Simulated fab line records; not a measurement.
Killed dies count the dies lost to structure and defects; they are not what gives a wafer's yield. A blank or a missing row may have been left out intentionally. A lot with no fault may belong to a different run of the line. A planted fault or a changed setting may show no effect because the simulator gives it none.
2 desks looking at one fault -- flow sky130 -- each desk holds nothing but its own numbers, with what lay behind them at the end

METROLOGY DESK
What the gauges read for every lot (on any tool): the sampled wafers with a number, averaged. Any lot whose mean is over 4 standard deviations away from the usual mean is out of limits and marked OUT; that distance is given in the brackets.
Columns: A = LDD_N_OVL at SKY_LDD_N_OVL_MEAS_07, usual -0.6 nm; B = LDD_N_TW at SKY_LDD_N_TW_MEAS_17, usual 2578; C = cd nm at SKY_LDD_P_CD_MEAS_07, usual 379.7 nm; D = LDD_P_OVL at SKY_LDD_P_OVL_MEAS_08, usual 0.8 nm; E = LDD_P_TW at SKY_LDD_P_TW_MEAS_11, usual 644; F = LDD_HVN_OVL at SKY_LDD_HVN_OVL_MEAS_07, usual 1.4 nm; G = LDD_HVN_TW at SKY_LDD_HVN_TW_MEAS_10, usual 1439
lot,first seen here,A,B,C,D,E,F,G
L147,day 19 12:09,0.2,2560,377.4,0.5,641,1.6,1470
L151,day 19 12:15,-3.0,2560,380.6,0.6,637,2.0,1438
L153,day 20 00:49,0.5,2563,383.0,1.4,636,2.7,1403
L155,day 20 22:01,-1.2,2573,380.4,-0.6,651,1.2,1442
L162,day 24 12:18,-0.4,2584,377.8,0.5,650,1.5,1408
L164,day 24 21:07,1.0,2535,380.5,2.2,640,1.3,1408
This desk's finding: nothing out of limits on any of the 6 lots.

DESK OF THE TOOL OWNER: implanter-02
For each lot that ran on this tool, the mean over its sampled wafers that have a number, from the tool's own readings at SKY_LDD_N_IMPLANT_13. Any lot whose mean is over 4 standard deviations away from the usual mean is out of limits and marked OUT; that distance is given in the brackets.
Columns: A = beam energy keV at SKY_LDD_N_IMPLANT_13, usual 50.002
lot,first seen here,A
L153,day 20 01:37,50.021
L162,day 24 13:05,50.001
L164,day 24 21:56,50.011
This desk's finding: nothing out of limits on any of the 3 lots.

BROUGHT TOGETHER
The metrology desk saw nothing out of limits.
The desk of the tool owner found nothing out of limits.

WHAT THE SIMULATOR HAD PUT IN
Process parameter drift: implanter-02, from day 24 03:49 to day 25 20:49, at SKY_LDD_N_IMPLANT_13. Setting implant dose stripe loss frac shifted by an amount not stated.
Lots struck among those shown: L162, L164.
